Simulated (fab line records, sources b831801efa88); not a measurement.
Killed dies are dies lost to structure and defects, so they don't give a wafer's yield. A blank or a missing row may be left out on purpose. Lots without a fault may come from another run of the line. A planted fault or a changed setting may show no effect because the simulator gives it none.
Which tool did it? | flow sky130 | 15 lots, 45 wafers sampled, at 1 step of a route of 708

WHAT THE GAUGES READ, wafer by wafer
SKY_VIA1_THK_MEAS_23: measures by xrf.
lot  | measured     | on            | VIA1_W_THK (nm)
L994 | day 34 04:22 | film_metro-02 | 274 272 273
L995 | day 34 10:10 | film_metro-01 | 281 284 271
L996 | day 34 23:46 | film_metro-02 | 274 273 275
L100 | day 36 06:57 | film_metro-02 | 283 279 278
L101 | day 36 13:57 | film_metro-01 | 282 285 284
L103 | day 37 02:08 | film_metro-04 | 272 272 270
L104 | day 37 07:46 | film_metro-04 | 270 282 283
L106 | day 37 22:21 | film_metro-01 | 269 272 267
L107 | day 38 05:25 | film_metro-01 | 268 267 268
L108 | day 38 16:31 | film_metro-04 | 284 274 287
L109 | day 39 01:31 | film_metro-01 | 272 283 278
L110 | day 39 07:45 | film_metro-01 | 270 271 268
L111 | day 39 20:50 | film_metro-01 | 282 266 266
L116 | day 41 00:12 | film_metro-04 | 285 273 274
L117 | day 41 06:07 | film_metro-01 | 268 269 269

WHICH TOOL RAN EACH LOT (tool, then ch and the chambers of the sampled wafers, then the start)
The record holds no process step before these readings.

WHAT THE TOOLS THEMSELVES READ (means of the sampled wafers that have a number; where no wafer has one, the mark that the record gives instead)
The record holds no such reading with a usual standard deviation.

THE ANSWER, worked out from the rows above alone
Rule: what is usual is taken from the lots themselves. Put in order of their means at a reading, lots are off if they are a third of the lots or fewer, leave a main group of 4 or more, and stand apart from it by a gap of 3 or more times the standard deviation of the main group's means; of several such gaps the widest counts. A main group whose means are all the same, to the digits that the tables above print for the reading, isn't used. A lot without any number at a reading at which 4 lots or more have one is off too. The other lots that the step has rows for count as sound. The gauges are gone through in route order, then the tools' own readings, and for those a lot's mean is taken as printed above. The first step at which some lot is off is used, and at that step the reading that is off furthest; a lot without a number counts as furthest.
No lot is off at any reading shown: from this, nothing can be told.

WHAT THE SIMULATOR HAD PUT IN
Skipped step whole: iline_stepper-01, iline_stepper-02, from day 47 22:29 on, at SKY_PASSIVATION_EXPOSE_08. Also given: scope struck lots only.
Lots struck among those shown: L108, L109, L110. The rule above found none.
